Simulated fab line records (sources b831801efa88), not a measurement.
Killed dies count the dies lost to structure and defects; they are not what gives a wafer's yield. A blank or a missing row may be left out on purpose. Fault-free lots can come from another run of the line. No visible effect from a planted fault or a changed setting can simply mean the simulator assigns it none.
Comparing a struck lot with a sound one ; flow sky130 ; 37 steps out of a route of 708
Sound: these wafers, L306.2, L306.3, L306.6. The struck wafers were L309.1, L309.3, L309.5. Last of all comes the cause.
For every step that has rows: the tool of each side, followed by ch and its chambers, followed by its first start. Under that, the readings that differ: sound wafers ; struck wafers ; difference of the means ; sigmas: that difference in standard deviations of wafers without a fault.
alike: words and numbers the same on both sides, and readings whose means are apart by under 2 such deviations; not compared: readings that were withheld, readings missing a value for some wafer, numbers with overlapping values and no deviation given by the record, and bounds like >300 which may hide the same value.
A row with sigmas, a row that says differs or no value, or rows on one side alone: a step with any of these is where the two part. Non-overlapping numbers with no deviation appear without sigmas and do not part them. A reading missing from all wafers of one side parts the sides only when that side holds two or more wafers.

first, 9 steps without rows for these wafers: SKY_VT_ADJUST_NCORE_COAT_02 (resist thk 1140 nm); SKY_VT_ADJUST_NCORE_SOFTBAKE_03 (time 60 s); SKY_VT_ADJUST_NCORE_EXPOSE_04 (exposes mask LVTN COMPLEMENT THIN, target cd 380 nm); SKY_VT_ADJUST_NCORE_PEB_05; SKY_VT_ADJUST_NCORE_DEVELOP_06 (develop time 60 s); SKY_VT_ADJUST_NCORE_IMPLANT_09; SKY_VT_ADJUST_NCORE_STRIP_10 (strips in O2/N2); SKY_VT_ADJUST_HVTR_DEHYDRATE_00 (time 60 s); SKY_VT_ADJUST_HVTR_HMDS_01 (prime time 60 s).
SKY_VT_ADJUST_HVTR_COAT_02: resist thk 1140 nm.
  struck on lithoTrack-03, day 12 04:10; sound on lithoTrack-03 ch 0, day 11 02:41
  no value came back on the struck wafers for chillPlateTempC (C), dispensePressureKPa (kPa); on the sound wafers chillPlateTempC (C) reads 22.95 22.96 22.89
then, 4 steps without rows for these wafers: SKY_VT_ADJUST_HVTR_SOFTBAKE_03 (time 60 s); SKY_VT_ADJUST_HVTR_EXPOSE_04 (exposes mask HVTRM, target cd 380 nm); SKY_VT_ADJUST_HVTR_PEB_05; SKY_VT_ADJUST_HVTR_DEVELOP_06 (develop time 60 s).
SKY_VT_ADJUST_HVTR_CD_MEAS_07 targets a cd of 380 nm.
  sound on cdSem-02, day 11 15:13; struck on cdSem-02, day 12 16:25
reading;sound;struck;difference;sigmas
cdNm (nm);381.4 383.9 383.0;- - -;no value on the struck wafers;
SKY_VT_ADJUST_HVTR_OVL_MEAS_08:
  sound on overlay-02, day 11 15:20; struck on overlay-01, day 12 16:32
reading;sound;struck;difference;sigmas
VT_ADJUST_HVTR_OVL (nm);0.5 -1.8 -1.8;- - -;no value on the struck wafers;
then, 11 steps without rows for these wafers: SKY_VT_ADJUST_HVTR_IMPLANT_09; SKY_VT_ADJUST_HVTR_STRIP_10 (strips in O2/N2); SKY_VT_ADJUST_PCH_DEHYDRATE_00 (time 60 s); SKY_VT_ADJUST_PCH_HMDS_01 (prime time 60 s); SKY_VT_ADJUST_PCH_COAT_02 (resist thk 3000 nm); SKY_VT_ADJUST_PCH_SOFTBAKE_03; SKY_VT_ADJUST_PCH_EXPOSE_04 (exposes mask NWM, target cd 840 nm); SKY_VT_ADJUST_PCH_PEB_05; SKY_VT_ADJUST_PCH_DEVELOP_06 (develop time 60 s); SKY_VT_ADJUST_PCH_IMPLANT_08; SKY_VT_ADJUST_PCH_STRIP_09 (strips in O2/N2).
SKY_VT_ADJUST_PCH_TW_MEAS_10:
  sound on filmMetro-03, day 12 16:24; struck on filmMetro-03, day 13 18:46
reading;sound;struck;difference;sigmas
VT_ADJUST_PCH_TW;142.4 142.1 141.8;224.0 221.6 222.2;+80.5;+62
then, 7 steps without rows for these wafers: SKY_SONOS_TUNNEL_DEHYDRATE_00 (time 60 s); SKY_SONOS_TUNNEL_HMDS_01 (prime time 60 s); SKY_SONOS_TUNNEL_COAT_02 (resist thk 1140 nm); SKY_SONOS_TUNNEL_SOFTBAKE_03 (time 60 s); SKY_SONOS_TUNNEL_EXPOSE_04 (exposes mask TUNM, target cd 410 nm); SKY_SONOS_TUNNEL_PEB_05; SKY_SONOS_TUNNEL_DEVELOP_06 (develop time 60 s).
SKY_SONOS_TUNNEL_TW_MEAS_12:
  sound on filmMetro-01, day 13 18:38; struck on filmMetro-02, day 14 22:10
reading;sound;struck;difference;sigmas
SONOS_TUNNEL_TW;196.9 196.3 196.3;249.9 250.7 251.3;+54.1;+42
-- here the record skips 34 days between the struck wafers' starts before and after, leaving off in module SONOS_TUNNEL and picking up in module PAD_OPEN (first step shown: number 708 of the route) --
SKY_PAD_OPEN_PROBE_99:
  sound on prober-02, day 47 20:34; struck on prober-01, day 48 13:19
reading;sound;struck;difference;sigmas
killedAtFrontEnd;9 18 9;415 422 424;+408;+99 or more
killedDies;80 91 80;492 492 492;+408;+44
killedOnRim;12 15 17;96 96 96;+81;+23
  alike: killed_at_M0_to_M3, killed_at_M4_up, killedAtContacts, killedAtOther, killedOpen, killedShort

== WHERE THEY PART ==
Earliest at SKY_VT_ADJUST_HVTR_COAT_02; latest, in this record, at SKY_PAD_OPEN_PROBE_99.

WHY: the cause the simulator had injected
Entire step skipped (lithoTrack-03, SKY_VT_ADJUST_HVTR_COAT_02), from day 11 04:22 onward. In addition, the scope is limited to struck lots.
